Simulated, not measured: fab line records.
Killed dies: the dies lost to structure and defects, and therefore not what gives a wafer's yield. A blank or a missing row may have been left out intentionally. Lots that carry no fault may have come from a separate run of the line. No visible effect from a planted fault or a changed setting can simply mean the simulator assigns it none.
2 desks, one fault    flow gf180mcu    every desk sees just its own numbers, and what lay behind them comes last

== THE TOOL OWNER'S DESK: wet_bench-02 ==
The tool's own readings at GF_SAB_WET_ETCH_12 (etches SiO2 in dHF, target depth 22 nm, time 440 s): means of the sampled wafers that have a number, for each lot that ran on this tool. If a lot's mean is further than 4 standard deviations from the usual mean, the lot is out of limits and carries the mark OUT (the distance appears in the brackets).
Columns: A = run_length_s at GF_SAB_WET_ETCH_12, usual 467.4 s
lot   first seen here  A
L858  day 16 21:55     466.9
L861  day 18 05:11     185.6 (-97) OUT
L863  day 18 22:10     184.8 (-97) OUT
This desk's finding: out of limits on L861, L863; first on L861, day 18 05:11 (run_length_s at GF_SAB_WET_ETCH_12). L858 stayed within limits.

== FROM THE METROLOGY DESK ==
Lot by lot, what the gauges showed, no matter which tool ran the lot: averages of those sampled wafers that carry a number. If a lot's mean is further than 4 standard deviations from the usual mean, the lot is out of limits and carries the mark OUT (the distance appears in the brackets).
Columns: A = PSD_TW at GF_PSD_TW_MEAS_11, usual 3183; B = cd_nm at GF_SAB_CD_MEAS_09, usual 418.8 nm
lot   first seen here  A     B
L855  day 14 19:14     3178  418.6
L856  day 15 10:47     3184  418.3
L857  day 15 21:46     3165  420.7
L858  day 15 22:40     3163  418.9
L859  day 16 04:10     3177  418.8
L861  day 17 04:49     3178  418.9
L862  day 17 13:57     3240  420.0
L863  day 17 21:32     3178  418.1
L864  day 18 04:59     3191  417.7
L872  day 21 01:02     3142  417.2
L873  day 21 04:57     3214  416.5
L874  day 21 16:59     3190  418.5
L876  day 22 12:39     3226  416.5
L877  day 22 23:36     3219  421.9
Result from this desk: across the 14 lots, nothing is out of limits.

== BROUGHT TOGETHER ==
On L861, L863, at day 18 05:11, an alarm was possible from the tool owner's desk.
From the metrology desk's view, nothing was out of limits.
The metrology desk has L861, L863 on record, within its limits.
All the named lots went through GF_SAB_WET_ETCH_12 on wet_bench-02.

== WHAT THE SIMULATOR HAD PUT IN ==
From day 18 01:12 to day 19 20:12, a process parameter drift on wet_bench-02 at GF_SAB_WET_ETCH_12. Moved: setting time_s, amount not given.
Struck lots among those shown: L861, L863.
How many hours passed from the start of the fault until each desk's first out-of-limits reading: the tool owner's desk, 4.
